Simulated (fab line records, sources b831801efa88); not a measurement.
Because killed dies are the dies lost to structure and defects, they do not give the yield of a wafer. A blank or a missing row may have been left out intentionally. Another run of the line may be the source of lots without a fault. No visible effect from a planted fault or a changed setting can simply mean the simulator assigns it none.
Which tool is to blame? | flow gf180mcu | 13 lots, 39 wafers sampled, at 5 steps of a route of 602

## WHAT THE GAUGES SHOWED, per wafer
GF_STI_THK_MEAS_22.
lot  | measured    | on            | STI_OXIDATION_01_THK (nm)
L235 | day 2 13:32 | film-metro-03 | 14.97 14.73 14.92
L236 | day 2 18:54 | film-metro-01 | 14.75 14.50 14.67
L237 | day 3 01:16 | film-metro-02 | 14.28 14.14 14.49
L238 | day 3 05:03 | film-metro-01 | 14.30 14.52 14.25
L239 | day 3 10:02 | film-metro-01 | 14.89 14.55 15.03
L241 | day 3 21:21 | film-metro-02 | 15.22 14.95 15.16
L240 | day 3 21:24 | film-metro-01 | 15.43 15.12 15.25
L242 | day 4 02:31 | film-metro-02 | 15.29 15.05 15.26
L250 | day 5 20:50 | film-metro-01 | 15.01 14.72 14.84
L251 | day 6 02:21 | film-metro-01 | 14.75 14.82 14.81
L253 | day 6 09:55 | film-metro-02 | 15.12 14.89 15.12
L255 | day 6 19:36 | film-metro-03 | 14.94 15.00 15.16
L256 | day 7 00:50 | film-metro-01 | 15.13 15.25 15.27

GF_VT_IMPLANT_TW_MEAS_21.
lot  | measured     | on            | VT_IMPLANT_2_TW
L235 | day 6 15:04  | film-metro-01 | 1214 1216 1216
L236 | day 6 20:07  | film-metro-03 | 1201 1206 1206
L237 | day 7 03:51  | film-metro-04 | 1223 1219 1214
L238 | day 7 09:38  | film-metro-01 | 1197 1191 1202
L239 | day 7 15:10  | film-metro-04 | 1215 1216 1217
L241 | day 8 04:46  | film-metro-01 | 1265 1272 1268 1269 1271 1268
L240 | day 8 06:40  | film-metro-04 | 1226 1216 1223
L242 | day 8 13:16  | film-metro-01 | 1259 1271 1267 1265 1265 1267
L250 | day 10 21:13 | film-metro-01 | 1204 1205 1205
L251 | day 11 01:58 | film-metro-04 | 1213 1211 1211
L253 | day 11 11:49 | film-metro-01 | 1189 1193 1197
L255 | day 12 02:10 | film-metro-04 | 1216 1215 1221
L256 | day 12 07:29 | film-metro-04 | 1212 1212 1218

GF_HV_LDD_OVL_MEAS_47.
lot  | measured     | on         | HV_LDD_03_OVL (nm)
L235 | day 12 18:16 | overlay-01 | -1.0 -0.7 -0.7
L236 | day 13 03:09 | overlay-01 | 1.7 1.1 0.1
L237 | day 13 13:09 | overlay-02 | -3.0 -3.3 -2.7
L238 | day 13 16:33 | overlay-02 | 0.1 -1.0 -1.2
L239 | day 14 04:32 | overlay-02 | -3.5 -2.4 -2.8
L241 | day 14 18:43 | overlay-02 | -2.8 -2.4 -2.2
L240 | day 14 22:23 | overlay-01 | 0.7 -0.5 0.1
L242 | day 15 07:14 | overlay-02 | -0.5 -1.4 -1.7
L250 | day 18 06:52 | overlay-02 | -2.8 -2.7 -1.3
L251 | day 18 13:41 | overlay-02 | -0.3 -0.4 -0.9
L253 | day 18 21:24 | overlay-01 | 0.1 -0.2 -0.1
L255 | day 19 18:13 | overlay-01 | -0.8 -0.1 -1.1
L256 | day 20 01:27 | overlay-02 | -2.5 -1.8 -1.2

## TOOL THAT RAN EACH LOT (tool first, then ch and the chambers of the sampled wafers, then the start)
lot  | GF_VT_IMPLANT_IMPLANT_19        | GF_VT_IMPLANT_RTA_45
L235 | implanter-03 ch 0, day 6 14:49  | rtp-anneal-01 ch 0, day 7 22:11
L236 | implanter-04 ch 0, day 6 19:52  | rtp-anneal-02 ch 0, day 8 03:19
L237 | implanter-03 ch 0, day 7 03:36  | rtp-anneal-02 ch 0, day 8 12:13
L238 | implanter-04 ch 0, day 7 09:25  | rtp-anneal-02 ch 0, day 8 17:06
L239 | implanter-04 ch 0, day 7 14:55  | rtp-anneal-01 ch 0, day 9 00:13
L241 | implanter-04 ch 0, day 8 04:32  | rtp-anneal-01 ch 0, day 9 15:20
L240 | implanter-03 ch 0, day 8 06:26  | rtp-anneal-02 ch 0, day 9 17:20
L242 | implanter-04 ch 0, day 8 13:01  | rtp-anneal-02 ch 0, day 10 00:17
L250 | implanter-02 ch 0, day 10 20:59 | rtp-anneal-02 ch 0, day 12 10:11
L251 | implanter-03 ch 0, day 11 01:43 | rtp-anneal-02 ch 0, day 12 15:49
L253 | implanter-02 ch 0, day 11 11:34 | rtp-anneal-01 ch 0, day 13 02:37
L255 | implanter-02 ch 0, day 12 01:56 | rtp-anneal-01 ch 0, day 13 17:25
L256 | implanter-02 ch 0, day 12 07:16 | rtp-anneal-01 ch 0, day 13 23:38
- GF_VT_IMPLANT_IMPLANT_19
- GF_VT_IMPLANT_RTA_45: time 30 s.

## AS READ BY THE TOOLS THEMSELVES (means over the sampled wafers that have a number; for cases with no such wafer, the mark the record gives instead)
GF_VT_IMPLANT_IMPLANT_19.
lot  | tool         | beam-energy-keV
L235 | implanter-03 | 100.01
L236 | implanter-04 | 100.01
L237 | implanter-03 | 99.99
L238 | implanter-04 | 99.99
L239 | implanter-04 | 99.99
L241 | implanter-04 | 121.75
L240 | implanter-03 | 100.01
L242 | implanter-04 | 121.82
L250 | implanter-02 | 100.01
L251 | implanter-03 | 100.00
L253 | implanter-02 | 100.02
L255 | implanter-02 | 100.00
L256 | implanter-02 | 99.96

GF_VT_IMPLANT_RTA_45.
lot  | tool          | anneal-temp-c-max | lamp-power-pct (%) | wafer_temp_C_max
L235 | rtp-anneal-01 | 1054.9            | 30                 | 1057.5
L236 | rtp-anneal-02 | 1056.3            | 43                 | 1055.1
L237 | rtp-anneal-02 | 1055.7            | 43                 | 1055.9
L238 | rtp-anneal-02 | 1056.1            | 43                 | 1055.0
L239 | rtp-anneal-01 | 1056.9            | 30                 | 1056.4
L241 | rtp-anneal-01 | 1056.2            | 30                 | 1056.6
L240 | rtp-anneal-02 | 1054.9            | 43                 | 1054.4
L242 | rtp-anneal-02 | 1056.3            | 43                 | 1054.1
L250 | rtp-anneal-02 | 1054.6            | 43                 | 1055.2
L251 | rtp-anneal-02 | 1055.3            | 43                 | 1054.1
L253 | rtp-anneal-01 | 1055.3            | 30                 | 1057.8
L255 | rtp-anneal-01 | 1055.1            | 30                 | 1056.5
L256 | rtp-anneal-01 | 1055.7            | 30                 | 1057.0

## THE ANSWER, worked out from the rows above alone
Rule: usual is defined by the lots themselves. The widest of any qualifying gaps counts: lots, ordered by their means at a reading, are off when they make up no more than a third of the lots, leave a main group of 4 or more, and stand apart from it by 3 or more times the standard deviation of that group's means. If all means in a main group match to the digits the tables above print for the reading, that group is not used. A lot without any number at a reading at which 4 lots or more have one is off too. Where the step has rows for the other lots, those lots are counted as sound. First the gauges in route order, then the tools' own readings, where a lot's mean is used as printed above. The first step at which some lot is off is used, and at that step the reading that is off furthest; a lot without a number counts as furthest.
Off: L241, L242, at GF_VT_IMPLANT_TW_MEAS_21 (VT_IMPLANT_2_TW). The main group: mean 1210, standard deviation 8.9.
A tool fits if, at a process step before that reading, it ran every lot that is off, and no sound lot after the first of them. Not tried: the gauges at GF_VT_IMPLANT_TW_MEAS_21; whatever is off there is also off at GF_VT_IMPLANT_IMPLANT_19, on other tools, and gauge error can't account for it. One fits: GF_VT_IMPLANT_IMPLANT_19 on implanter-04. Its last sound lot is L239 (day 7 14:55), its first lot that is off L241 (day 8 04:32): a fault that began between those two fits.
On the lots that are off, the tool's own readings at GF_VT_IMPLANT_IMPLANT_19 differ by more than 5 times the standard deviation of the sound lots' means, which bears it out; beam-energy-keV reads 121.78 there versus 100.00 on the sound lots.

## WHAT HAD BEEN PUT IN BY THE SIMULATOR
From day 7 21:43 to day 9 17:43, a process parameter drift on implanter-04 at GF_VT_IMPLANT_IMPLANT_19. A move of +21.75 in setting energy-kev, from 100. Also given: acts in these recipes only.
Struck lots among those shown: L241, L242. The rule given above showed the same thing.
